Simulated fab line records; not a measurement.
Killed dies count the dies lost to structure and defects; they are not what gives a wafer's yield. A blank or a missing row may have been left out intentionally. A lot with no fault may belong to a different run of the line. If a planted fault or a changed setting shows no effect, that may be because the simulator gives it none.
Matching of chambers | flow sky130 | SKY_CONTACT_CVD_00 on pecvd-03: 3 sister chambers
The step deposits Si3N4, target thk 75 nm. 6 wafers are shown with their chamber, then 7 later ones without.

WAFERS PAIRED WITH THEIR CHAMBERS
wafer  | chamber | heaterPowerW (W)
L933.5 | 1       | 861
L934.2 | 1       | 884
L935.4 | 2       | 777
L935.6 | 0       | 702
L939.1 | 0       | 667
L939.3 | 2       | 728

WAFERS WITHOUT THEIR CHAMBER
wafer  | heaterPowerW (W)
L939.5 | 689
L940.4 | 691
L940.5 | 773
L940.6 | 933
L951.1 | 953
L951.3 | 713
L951.5 | 961

THE CHAMBER EACH PASSED THROUGH
wafer  | from the rows above     | in truth
L939.5 | 0                       | 0
L940.4 | 0                       | 0
L940.5 | 2                       | 2
L940.6 | 1                       | 1
L951.1 | 1                       | 1
L951.3 | can't be placed: 0 or 2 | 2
L951.5 | 1                       | 1
Placed correctly: 6 of 7. Cannot be placed on the basis of these rows: 1; the candidates contain the true chamber in 1. 0 placed wrongly.
How it was worked out, from the rows above alone: a wafer's distance from a chamber is the root of the sum, over the readings, of the square of ((its reading less the chamber's mean) divided by the reading's scatter). The wafer belongs to the nearest chamber; if the next one is less than 2 further off, it can't be placed. Each chamber's mean is taken over the wafers shown for it. How the scatter is found: for the shown wafers, subtract from each reading the mean of its chamber, square and add these, divide the total by (wafers less chambers), then take the root.
